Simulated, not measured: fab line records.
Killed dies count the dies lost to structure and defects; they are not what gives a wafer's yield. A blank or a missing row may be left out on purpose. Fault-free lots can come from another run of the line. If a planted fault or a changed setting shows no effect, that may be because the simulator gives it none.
Lot-split experiment + flow gf180mcu + route with 602 steps; 5 lots, 23 wafers read

## SPLIT DETAILS
At GF_POLY_GATE_PEB_08 (peb time 90 s), the setting peb-temp-c was moved away from the recipe's 135 C on 8 of the 23 wafers read, by -2.5% to +2.0%. All remaining wafers had this setting at the recipe value.

## THE PATH FROM SPLIT TO READING: the file shows 1 step between them
- GF_POLY_GATE_DEVELOP_09: develop time 60 s

## THE READING
cd-nm, in nm, at GF_POLY_GATE_CD_MEAS_10 (target cd 280 nm). Typical for fault-free wafers on this fab line: 280.0 nm, with standard deviation 0.85 nm.

| wafer  | tool, chamber at the split | peb-temp-c as run, C | against the recipe | cd-nm, nm | against lot-mates on the recipe |
|--------|----------------------------|----------------------|--------------------|-----------|---------------------------------|
| L074.1 | litho-track-01, 0          | 135                  | recipe             | 279.5     | -                               |
| L074.2 | litho-track-01, 0          | 131.6                | -2.5%              | 290.3     | +10.5                           |
| L074.3 | litho-track-01, 0          | 131.6                | -2.5%              | 290.6     | +10.8                           |
| L074.4 | litho-track-01, 0          | 135                  | recipe             | 280.1     | -                               |
| L074.6 | litho-track-01, 0          | 131.6                | -2.5%              | 289.6     | +9.8                            |
| L075.1 | litho-track-01, 0          | 135                  | recipe             | 281.0     | -                               |
| L075.2 | litho-track-01, 0          | 132.2                | -2.1%              | 288.3     | +8.5                            |
| L075.3 | litho-track-01, 0          | 135                  | recipe             | 278.6     | -                               |
| L075.5 | litho-track-01, 0          | 132.2                | -2.1%              | 288.0     | +8.2                            |
| L075.6 | litho-track-01, 0          | 132.2                | -2.1%              | 289.3     | +9.5                            |
| L077.1 | litho-track-01, 0          | 137.7                | +2.0%              | 272.4     | -7.6                            |
| L077.2 | litho-track-01, 0          | 137.7                | +2.0%              | 272.8     | -7.2                            |
| L077.4 | litho-track-01, 0          | 135                  | recipe             | 279.6     | -                               |
| L077.5 | litho-track-01, 0          | 135                  | recipe             | 279.6     | -                               |
| L077.6 | litho-track-01, 0          | 135                  | recipe             | 280.7     | -                               |
| L080.1 | litho-track-01, 0          | 135                  | recipe             | 279.2     | -                               |
| L080.3 | litho-track-01, 0          | 135                  | recipe             | 280.8     | -                               |
| L080.5 | litho-track-01, 0          | 135                  | recipe             | 279.8     | -                               |
| L081.1 | litho-track-04, 0          | 135                  | recipe             | 280.0     | -                               |
| L081.2 | litho-track-04, 0          | 135                  | recipe             | 280.8     | -                               |
| L081.3 | litho-track-04, 0          | 135                  | recipe             | 280.6     | -                               |
| L081.4 | litho-track-04, 0          | 135                  | recipe             | 281.3     | -                               |
| L081.6 | litho-track-04, 0          | 135                  | recipe             | 281.5     | -                               |

THE FIT
A straight line over all 23 wafers: cd-nm changes by -3.93 nm for each +1% of peb-temp-c; r = -0.99; the points scatter about the line by 0.74 nm.
The same after taking each lot's own level away (the mean of its wafers on the recipe; 23 wafers): -4.03 nm for each +1%; r = -0.99; scatter 0.66 nm.
According to that fit, moving peb-temp-c by its largest amount changes the reading by 10 nm.
Measured against the standard deviation above, the lots' own levels, which go from 279.80 to 280.84 nm, span 1.2 times it.
So the lot-to-lot level changes the slope little: the two slopes agree.
Check: +10.2 nm against its lot-mates is what the line predicts for one of the wafers moved furthest among these (-2.5%) when that wafer is left out of the fit. Against them it came out at +10.5 nm.

## OTHER SPLITS ON THESE WAFERS
These wafers also went through other splits before the reading. Each is held against what the fit with the lots' levels taken away leaves over:
| other split on the same wafers      | wafers away from the commonest value | r with cd-nm (lot level and that fit taken away) |
|-------------------------------------|--------------------------------------|--------------------------------------------------|
| GF_LVPWELL_STRIP_10 pressure-mtorr  | 18                                   | -0.08                                            |
| GF_MVSD_STRIP_10 o2-flow-sccm       | 9                                    | -0.31                                            |
| GF_MVPSD_IMPLANT_09 dose-cm2        | 9                                    | -0.15                                            |
| GF_VT_IMPLANT_COAT_02 spin-rpm      | 11                                   | +0.17                                            |
| GF_VT_IMPLANT_COAT_24 resist-thk-nm | 10                                   | -0.42                                            |
| GF_VT_IMPLANT_IMPLANT_30 tilt-deg   | 6                                    | -0.16                                            |
| GF_VT_IMPLANT_COAT_35 resist-thk-nm | 9                                    | -0.03                                            |
| GF_DUAL_GATE_OXIDATION_15 temp-c    | 18                                   | +0.06                                            |

## THE WHOLE CHAIN: every reading that the file lists as answering this split, in the file's order
| step                    | what it does                                                                 | reading                                                          | change (the file's fit)              | r (the file's) |
|-------------------------|------------------------------------------------------------------------------|------------------------------------------------------------------|--------------------------------------|----------------|
| GF_POLY_GATE_CD_MEAS_10 | target cd 280 nm                                                             | cd-nm                                                            | -4.03 nm for each +1% of the setting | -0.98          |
| GF_POLY_GATE_ETCH_12    | etches BARC in N2/H2                                                         | POLY_GATE.cd-nm (the simulator's own value, which no gauge read) | -3.94 nm for each +1% of the setting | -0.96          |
| GF_POLY_GATE_ETCH_13    | etches poly-Si in HBr/Cl2, stops on SiO2, target depth 198.5 nm, time 69.6 s | POLY_GATE.cd-nm (the simulator's own value, which no gauge read) | -3.78 nm for each +1% of the setting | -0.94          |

## THE FILE'S OWN FIT
cd-nm changes by -4.03 nm for each +1% of peb-temp-c, r = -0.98.
